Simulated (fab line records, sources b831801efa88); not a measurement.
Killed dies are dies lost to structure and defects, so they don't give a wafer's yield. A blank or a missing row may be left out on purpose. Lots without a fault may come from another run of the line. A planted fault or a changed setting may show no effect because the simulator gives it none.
Which tool did it? | flow sky130 | 13 lots, 39 wafers sampled, at 5 steps of a route of 708

WHAT THE GAUGES READ, wafer by wafer
The record holds no reading of a measuring or inspecting step that can be judged against a usual standard deviation.

WHICH TOOL RAN EACH LOT (tool, then ch and the chambers of the sampled wafers, then the start)
lot  | SKY_NWELL_STRIP_25                   | SKY_VIA4_CMP_02               | SKY_VIA4_ETCH_12                   | SKY_PASSIVATION_CVD_02          | SKY_PAD_OPEN_PROBE_99
L197 | plasma_asher-03 ch 0,1, day 5 04:02  | cmp-02 ch 0,1,2, day 41 15:52 | rie_diel-01 ch 0,3, day 42 15:26   | pecvd-03 ch 0,1, day 43 16:56   | -
L198 | plasma_asher-03 ch 0, day 5 14:36    | cmp-02 ch 0,1,3, day 42 03:20 | rie_diel-03 ch 1,2, day 43 02:46   | pecvd-04 ch 0, day 44 03:25     | prober-02, day 46 00:38
L199 | plasma_asher-03 ch 0,1, day 5 20:41  | cmp-02 ch 0,1, day 42 18:07   | rie_diel-01 ch 0,3, day 43 17:34   | pecvd-03 ch 0,1,2, day 44 17:50 | prober-01, day 46 14:37
L200 | plasma_asher-03 ch 0, day 5 23:17    | cmp-01 ch 2,3, day 42 23:01   | rie_diel-04 ch 0,1,2, day 43 21:47 | pecvd-04 ch 1,2, day 44 21:37   | prober-02, day 46 17:48
L202 | plasma_asher-02 ch 0,1, day 6 13:22  | cmp-02 ch 2,3, day 43 08:12   | rie_diel-03 ch 0,1, day 44 05:27   | pecvd-02 ch 0,1, day 45 05:42   | -
L210 | plasma_asher-01 ch 0,1, day 8 11:15  | cmp-01 ch 1,2,3, day 45 12:15 | rie_diel-03 ch 1,2,3, day 46 09:07 | pecvd-04 ch 0,1, day 47 08:05   | prober-02, day 49 00:17
L212 | plasma_asher-02 ch 0,1, day 9 04:25  | cmp-02 ch 1,2, day 46 04:14   | rie_diel-01 ch 1,2,3, day 47 00:53 | pecvd-03 ch 0,2, day 47 23:04   | prober-02, day 49 14:35
L213 | plasma_asher-03 ch 0,1, day 9 13:37  | cmp-02 ch 0,1,2, day 46 14:53 | rie_diel-01 ch 0,1, day 47 10:57   | pecvd-02 ch 1,2, day 48 08:29   | prober-01, day 49 23:34
L214 | plasma_asher-01 ch 0,1, day 9 21:40  | cmp-01 ch 0,1,2, day 47 07:14 | rie_diel-04 ch 2,3, day 48 02:15   | pecvd-03 ch 0,1,2, day 48 23:28 | prober-02, day 50 11:40
L216 | plasma_asher-02 ch 0,1, day 10 03:07 | cmp-01 ch 0,1,3, day 47 08:14 | rie_diel-01 ch 0,1, day 48 03:27   | pecvd-04 ch 0,2, day 49 01:05   | -
L217 | plasma_asher-02 ch 0,1, day 10 11:16 | cmp-02 ch 0,1,2, day 47 08:38 | rie_diel-04 ch 0,2, day 48 04:05   | pecvd-03 ch 0,1,2, day 49 01:19 | prober-01, day 50 15:13
L218 | plasma_asher-03 ch 0,1, day 10 17:13 | cmp-02 ch 0,2,3, day 47 14:05 | rie_diel-04 ch 2,3, day 48 09:31   | pecvd-02 ch 0,2, day 49 06:32   | prober-02, day 50 18:02
L219 | plasma_asher-02 ch 0, day 10 19:20   | cmp-02 ch 1,2,3, day 47 16:07 | rie_diel-04 ch 0,2,3, day 48 11:17 | pecvd-02 ch 0,1, day 49 08:13   | -
- SKY_NWELL_STRIP_25: strips in O2/N2.
- SKY_VIA4_CMP_02: polishes SiO2.
- SKY_VIA4_ETCH_12: etches SiO2 in C4F8/O2/Ar, stops on TiN, target depth 580 nm.
- SKY_PASSIVATION_CVD_02: deposits Si3N4, target thk 540 nm.
- SKY_PAD_OPEN_PROBE_99

WHAT THE TOOLS THEMSELVES READ (means of the sampled wafers that have a number; where no wafer has one, the mark that the record gives instead)
SKY_NWELL_STRIP_25.
lot  | tool            | drypump_motor_current_A (A) | n2_flow_sccm (sccm) | oes_product_au (a.u.) | strip_time_to_endpoint_s (s)
L197 | plasma_asher-03 | 5.3                         | 299.8               | 0.724                 | 36.96
L198 | plasma_asher-03 | 5.0                         | 298.9               | 0.721                 | 37.02
L199 | plasma_asher-03 | 5.3                         | 300.9               | 0.721                 | 36.99
L200 | plasma_asher-03 | 5.0                         | 300.5               | 0.725                 | 37.07
L202 | plasma_asher-02 | 6.3                         | 300.3               | 0.724                 | 36.90
L210 | plasma_asher-01 | 5.6                         | 299.5               | 0.725                 | 37.12
L212 | plasma_asher-02 | 6.4                         | 300.0               | 0.725                 | 36.93
L213 | plasma_asher-03 | 5.5                         | 300.5               | 0.723                 | 37.07
L214 | plasma_asher-01 | 5.9                         | 300.7               | 0.726                 | 37.01
L216 | plasma_asher-02 | 6.3                         | 299.0               | 0.725                 | 37.01
L217 | plasma_asher-02 | 6.3                         | 301.2               | 0.720                 | 36.85
L218 | plasma_asher-03 | 5.5                         | 300.1               | 0.723                 | 37.00
L219 | plasma_asher-02 | 6.4                         | 300.4               | 0.722                 | 36.99

SKY_VIA4_CMP_02.
lot  | tool   | motor_current_A (A)
L197 | cmp-02 | 12.5
L198 | cmp-02 | 12.8
L199 | cmp-02 | 13.4
L200 | cmp-01 | 12.7
L202 | cmp-02 | 11.0
L210 | cmp-01 | 11.9
L212 | cmp-02 | 11.3
L213 | cmp-02 | 12.8
L214 | cmp-01 | 12.3
L216 | cmp-01 | 11.7
L217 | cmp-02 | 12.8
L218 | cmp-02 | 11.8
L219 | cmp-02 | 11.5

SKY_VIA4_ETCH_12.
lot  | tool        | oes_product_au (a.u.)
L197 | rie_diel-01 | 0.929
L198 | rie_diel-03 | 0.924
L199 | rie_diel-01 | 0.930
L200 | rie_diel-04 | 0.929
L202 | rie_diel-03 | 0.926
L210 | rie_diel-03 | 0.919
L212 | rie_diel-01 | 0.925
L213 | rie_diel-01 | 0.930
L214 | rie_diel-04 | 0.927
L216 | rie_diel-01 | 0.928
L217 | rie_diel-04 | 0.925
L218 | rie_diel-04 | 0.925
L219 | rie_diel-04 | 0.923

SKY_PASSIVATION_CVD_02.
lot  | tool     | heater_power_w (W)
L197 | pecvd-03 | 761
L198 | pecvd-04 | 800
L199 | pecvd-03 | 791
L200 | pecvd-04 | 766
L202 | pecvd-02 | 771
L210 | pecvd-04 | 799
L212 | pecvd-03 | 892
L213 | pecvd-02 | 830
L214 | pecvd-03 | 752
L216 | pecvd-04 | 827
L217 | pecvd-03 | 800
L218 | pecvd-02 | 728
L219 | pecvd-02 | 797

SKY_PAD_OPEN_PROBE_99.
lot  | tool      | killed_at_M0_to_M3 | killed_at_M4_up | killed_at_contacts | killed_at_front_end | killed_at_other | killed_dies | killed_open | killed_short
L198 | prober-02 | 48                 | 4.3             | 23                 | 16                  | 0.0             | 92          | 51          | 40
L199 | prober-01 | 44                 | 3.3             | 23                 | 54                  | 0.0             | 124         | 47          | 38
L200 | prober-02 | 45                 | 2.3             | 25                 | 66                  | 0.0             | 139         | 44          | 40
L210 | prober-02 | 52                 | 4.0             | 25                 | 21                  | 0.3             | 102         | 53          | 49
L212 | prober-02 | 47                 | 2.0             | 28                 | 13                  | 0.0             | 90          | 46          | 43
L213 | prober-01 | 35                 | 2.0             | 22                 | 16                  | 0.0             | 75          | 40          | 34
L214 | prober-02 | 43                 | 1.3             | 25                 | 18                  | 0.0             | 88          | 50          | 38
L217 | prober-01 | 44                 | 2.7             | 25                 | 12                  | 0.7             | 84          | 43          | 40
L218 | prober-02 | 42                 | 2.3             | 22                 | 16                  | 0.0             | 81          | 45          | 36

THE ANSWER, worked out from the rows above alone
Rule: what is usual is taken from the lots themselves. Put in order of their means at a reading, lots are off if they are a third of the lots or fewer, leave a main group of 4 or more, and stand apart from it by a gap of 3 or more times the standard deviation of the main group's means; of several such gaps the widest counts. A main group whose means are all the same, to the digits that the tables above print for the reading, isn't used. A lot without any number at a reading at which 4 lots or more have one is off too. The other lots that the step has rows for count as sound. The gauges are gone through in route order, then the tools' own readings, and for those a lot's mean is taken as printed above. The first step at which some lot is off is used, and at that step the reading that is off furthest; a lot without a number counts as furthest.
Off: L199, L200, at SKY_PAD_OPEN_PROBE_99 (killed_at_front_end). The main group: mean 16, standard deviation 2.8. Neither off nor sound, because the step has no rows for them: L197, L202, L216, L219.
A tool fits if, at that step or a process step before it, it ran every lot that is off, and no sound lot after the first of them. None of those tried fits.

WHAT THE SIMULATOR HAD PUT IN
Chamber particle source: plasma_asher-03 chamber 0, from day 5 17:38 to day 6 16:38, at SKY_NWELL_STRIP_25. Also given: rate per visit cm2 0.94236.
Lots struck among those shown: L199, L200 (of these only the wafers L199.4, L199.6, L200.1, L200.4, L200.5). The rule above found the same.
